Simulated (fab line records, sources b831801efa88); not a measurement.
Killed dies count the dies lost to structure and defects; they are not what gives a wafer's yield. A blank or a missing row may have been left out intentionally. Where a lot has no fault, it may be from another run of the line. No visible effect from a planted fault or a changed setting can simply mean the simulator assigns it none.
Which of the tools did it? | flow gf180mcu | Sampling: 13 lots, 39 wafers, 4 of 602 route steps

== WHAT THE GAUGES READ, wafer by wafer ==
GF_V1_OVL_MEAS_15.
lot  | measured     | on         | V1_OVL (nm)
L495 | day 17 23:46 | overlay-02 | 2 3 -3
L496 | day 18 10:31 | overlay-02 | -1 -10 -7
L497 | day 18 19:42 | overlay-02 | -10 -9 -16
L498 | day 19 00:13 | overlay-01 | -1 -2 -6
L499 | day 19 17:30 | overlay-02 | -9 -7 -3
L500 | day 19 23:44 | overlay-01 | 3 3 4
L504 | day 21 17:51 | overlay-02 | -4 0 -3
L507 | day 22 17:06 | overlay-02 | -3 -6 -2
L508 | day 22 23:24 | overlay-02 | -6 -4 -3
L509 | day 23 10:45 | overlay-02 | 5 3 8
L511 | day 23 23:08 | overlay-02 | 2 2 5
L515 | day 25 08:36 | overlay-02 | -1 -2 1
L516 | day 25 13:54 | overlay-02 | -10 -2 -1

== TOOL THAT RAN EACH LOT (tool first, then ch and the chambers of the sampled wafers, then the start) ==
lot  | GF_SAB_ETCH_11                     | GF_SAB_STRIP_13                      | GF_M1_METAL_ETCH_16
L495 | rie diel-04 ch 0,2, day 15 00:22   | plasma asher-02 ch 0,1, day 15 00:31 | rie metal-02 ch 0,1, day 16 23:18
L496 | rie diel-01 ch 0,3, day 15 09:32   | plasma asher-02 ch 0, day 15 09:41   | rie metal-01 ch 0,1, day 17 09:12
L497 | rie diel-03 ch 0,1,3, day 15 17:29 | plasma asher-01 ch 0,1, day 15 17:41 | rie metal-02 ch 0,1, day 17 18:21
L498 | rie diel-03 ch 0,2,3, day 15 23:18 | plasma asher-04 ch 0,1, day 15 23:28 | rie metal-01 ch 0,1, day 17 23:35
L499 | rie diel-04 ch 2,3, day 16 14:20   | plasma asher-01 ch 1, day 16 14:29   | rie metal-01 ch 1, day 18 16:09
L500 | rie diel-01 ch 0,1,2, day 16 20:02 | plasma asher-01 ch 0,1, day 16 20:11 | rie metal-01 ch 0,1, day 18 21:59
L504 | rie diel-01 ch 0,1, day 18 13:05   | plasma asher-01 ch 0,1, day 18 13:14 | rie metal-04 ch 0,1, day 20 16:00
L507 | rie diel-03 ch 0,1,3, day 19 13:59 | plasma asher-01 ch 0,1, day 19 14:08 | rie metal-01 ch 0,1, day 21 16:47
L508 | rie diel-03 ch 0,1, day 19 19:33   | plasma asher-04 ch 0,1, day 19 19:42 | rie metal-01 ch 0,1, day 21 22:47
L509 | rie diel-04 ch 1,2,3, day 20 06:56 | plasma asher-01 ch 0,1, day 20 07:06 | rie metal-01 ch 0,1, day 22 10:09
L511 | rie diel-04 ch 0,1,2, day 20 21:41 | plasma asher-01 ch 0,1, day 20 21:52 | rie metal-04 ch 0,1, day 23 00:05
L515 | rie diel-01 ch 0,1,3, day 22 08:41 | plasma asher-04 ch 0,1, day 22 08:50 | rie metal-01 ch 0,1, day 24 10:02
L516 | rie diel-04 ch 1,2, day 22 14:35   | plasma asher-01 ch 0,1, day 22 14:44 | rie metal-01 ch 0,1, day 24 14:41
- GF_SAB_ETCH_11: etches SiO2 in C4F8/O2/Ar, target depth 55 nm, time 8.5 s.
- GF_SAB_STRIP_13: strips in O2/N2.
- GF_M1_METAL_ETCH_16: etches the open film in Cl2/BCl3, stops on SiO2, target depth 750.8 nm, time 125.1 s.

== AS READ BY THE TOOLS THEMSELVES (means over the sampled wafers that have a number; for cases with no such wafer, the mark the record gives instead) ==
GF_SAB_ETCH_11.
lot  | tool        | oes product au (a.u.) | rf fwd power W (W)
L495 | rie diel-04 | 1.007                 | 1471
L496 | rie diel-01 | 0.996                 | 1475
L497 | rie diel-03 | 0.999                 | 1462
L498 | rie diel-03 | 0.990                 | 1463
L499 | rie diel-04 | 0.990                 | 1467
L500 | rie diel-01 | 1.010                 | 1479
L504 | rie diel-01 | 1.006                 | 1478
L507 | rie diel-03 | 1.005                 | 1462
L508 | rie diel-03 | 0.994                 | 1468
L509 | rie diel-04 | 0.995                 | 1468
L511 | rie diel-04 | 1.005                 | 1470
L515 | rie diel-01 | 1.007                 | 1556
L516 | rie diel-04 | 1.003                 | 1479

GF_SAB_STRIP_13.
lot  | tool            | drypump motor current A (A) | heater power w (W) | oes product au (a.u.) | strip time to endpoint s (s)
L495 | plasma asher-02 | 6.0                         | 356                | 0.713                 | 12.59
L496 | plasma asher-02 | 5.6                         | 378                | 0.709                 | 12.64
L497 | plasma asher-01 | 6.0                         | 385                | 0.710                 | 12.59
L498 | plasma asher-04 | 5.8                         | 364                | 0.714                 | 12.63
L499 | plasma asher-01 | 4.6                         | 324                | 0.711                 | 12.57
L500 | plasma asher-01 | 5.9                         | 381                | 0.708                 | 12.66
L504 | plasma asher-01 | 5.9                         | 383                | 0.710                 | 12.59
L507 | plasma asher-01 | 5.9                         | 367                | 0.709                 | 12.67
L508 | plasma asher-04 | 5.6                         | 336                | 0.711                 | 12.58
L509 | plasma asher-01 | 5.9                         | 369                | 0.712                 | 12.60
L511 | plasma asher-01 | 5.3                         | 332                | 0.710                 | 12.57
L515 | plasma asher-04 | 5.6                         | 337                | 0.710                 | 12.61
L516 | plasma asher-01 | 5.9                         | 367                | 0.707                 | 12.62

GF_M1_METAL_ETCH_16.
lot  | tool         | drypump motor current A (A) | oes product au (a.u.) | rf fwd power W (W) | throttle valve pct (%)
L495 | rie metal-02 | 5.7                         | 0.996                 | 800.1              | 28.231
L496 | rie metal-01 | 5.8                         | 0.990                 | 797.4              | 28.236
L497 | rie metal-02 | 5.7                         | 0.994                 | 794.2              | 28.232
L498 | rie metal-01 | 6.1                         | 0.996                 | 796.1              | 28.228
L499 | rie metal-01 | 5.6                         | 0.994                 | 794.6              | 28.220
L500 | rie metal-01 | 5.8                         | 0.992                 | 798.6              | 28.222
L504 | rie metal-04 | 5.8                         | 0.990                 | 798.0              | 28.227
L507 | rie metal-01 | 5.8                         | 0.986                 | 797.1              | 28.228
L508 | rie metal-01 | 5.8                         | 0.992                 | 790.9              | 28.236
L509 | rie metal-01 | 5.8                         | 0.996                 | 795.4              | 28.215
L511 | rie metal-04 | 5.8                         | 0.999                 | 798.6              | 28.231
L515 | rie metal-01 | 6.1                         | 0.990                 | 794.1              | 28.231
L516 | rie metal-01 | 6.1                         | 0.992                 | 794.5              | 28.218

== THE ANSWER, worked out from the rows above alone ==
Rule: usual is defined by the lots themselves. The widest of any qualifying gaps counts: lots, ordered by their means at a reading, are off when they make up no more than a third of the lots, leave a main group of 4 or more, and stand apart from it by 3 or more times the standard deviation of that group's means. If all means in a main group match to the digits the tables above print for the reading, that group is not used. A lot without any number at a reading at which 4 lots or more have one is off too. All remaining lots with rows at the step are treated as sound. The gauges are gone through in route order, then the tools' own readings, and for those a lot's mean is taken as printed above. At the first step where some lot is off, the reading lying furthest off is the one used; lots without a number count as furthest.
Off, at GF_SAB_ETCH_11 on rf fwd power W: L515. Mean 1470 W and standard deviation 6.1 in the main group.
If a tool, at that step or one of the process steps before it, ran each lot that is off and ran no sound lot following the first of them, it fits. One fits: rie diel-01 at GF_SAB_ETCH_11. Its last sound lot is L504 (day 18 13:05), its first lot that is off L515 (day 22 08:41): a fault that began between those two fits.
The tool's own readings at GF_SAB_ETCH_11 bear it out: on the lots that are off they differ by more than 5 times the standard deviation of the sound lots' means. rf fwd power W reads 1556 W there against 1470 W on the sound lots.

== WHAT HAD BEEN PUT IN BY THE SIMULATOR ==
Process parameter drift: rie diel-01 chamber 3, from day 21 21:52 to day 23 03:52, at GF_SAB_ETCH_11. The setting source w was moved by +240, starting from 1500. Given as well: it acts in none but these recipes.
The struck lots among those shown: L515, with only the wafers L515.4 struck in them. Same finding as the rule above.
